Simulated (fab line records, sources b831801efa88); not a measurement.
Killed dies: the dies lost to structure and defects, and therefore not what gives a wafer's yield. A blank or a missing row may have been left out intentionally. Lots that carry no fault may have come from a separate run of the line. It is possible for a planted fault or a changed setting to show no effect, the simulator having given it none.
Matching of chambers / flow sfqLine / SFQ_TRILAYER_I4_CMP_CMP_100 on cmp-02 has 4 sister chambers
The step polishes SiO2. 8 wafers are shown with their chamber, then 7 later ones without.

WAFERS WITH THEIR CHAMBER
wafer=L733.3; chamber=0; motorCurrentA (A)=9.7; timeToEndpointS (s)=218
wafer=L733.5; chamber=3; motorCurrentA (A)=10.7; timeToEndpointS (s)=208
wafer=L733.6; chamber=2; motorCurrentA (A)=9.2; timeToEndpointS (s)=212
wafer=L734.2; chamber=1; motorCurrentA (A)=10.9; timeToEndpointS (s)=199
wafer=L734.3; chamber=2; motorCurrentA (A)=8.8; timeToEndpointS (s)=214
wafer=L734.5; chamber=0; motorCurrentA (A)=10.5; timeToEndpointS (s)=216
wafer=L747.2; chamber=3; motorCurrentA (A)=10.6; timeToEndpointS (s)=215
wafer=L747.1; chamber=1; motorCurrentA (A)=10.9; timeToEndpointS (s)=218

WAFERS MISSING THEIR CHAMBER
wafer=L747.6; motorCurrentA (A)=9.4; timeToEndpointS (s)=229
wafer=L751.1; motorCurrentA (A)=10.0; timeToEndpointS (s)=205
wafer=L751.5; motorCurrentA (A)=10.6; timeToEndpointS (s)=200
wafer=L751.6; motorCurrentA (A)=10.4; timeToEndpointS (s)=211
wafer=L752.4; motorCurrentA (A)=10.8; timeToEndpointS (s)=216
wafer=L752.1; motorCurrentA (A)=10.0; timeToEndpointS (s)=213
wafer=L752.5; motorCurrentA (A)=10.4; timeToEndpointS (s)=218

THE CHAMBER EACH PASSED THROUGH
wafer=L747.6; from the rows above=can't be placed: 2 or 0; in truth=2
wafer=L751.1; from the rows above=can't be placed: 0 or 3 or 1 or 2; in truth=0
wafer=L751.5; from the rows above=can't be placed: 1 or 3 or 0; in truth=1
wafer=L751.6; from the rows above=can't be placed: 3 or 0 or 1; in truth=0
wafer=L752.4; from the rows above=can't be placed: 3 or 1 or 0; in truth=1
wafer=L752.1; from the rows above=can't be placed: 0 or 3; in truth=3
wafer=L752.5; from the rows above=can't be placed: 0 or 3 or 1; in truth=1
Correct placement for 0 of the 7. From these rows, 7 cannot be placed; in 7 the true chamber is one of the candidates. Wrongly placed: 0.
How it was worked out, from the rows above alone: a wafer's distance from a chamber is the root of the sum, over the readings, of the square of ((its reading less the chamber's mean) divided by the reading's scatter). If the next closest chamber is less than 2 further off than the closest, the wafer can't be placed; otherwise it belongs to the closest. A chamber's mean is the mean of its shown wafers. The scatter is the square root of a quotient: the sum, over the shown wafers, of each reading's squared deviation from its chamber's mean, divided by wafers minus chambers.
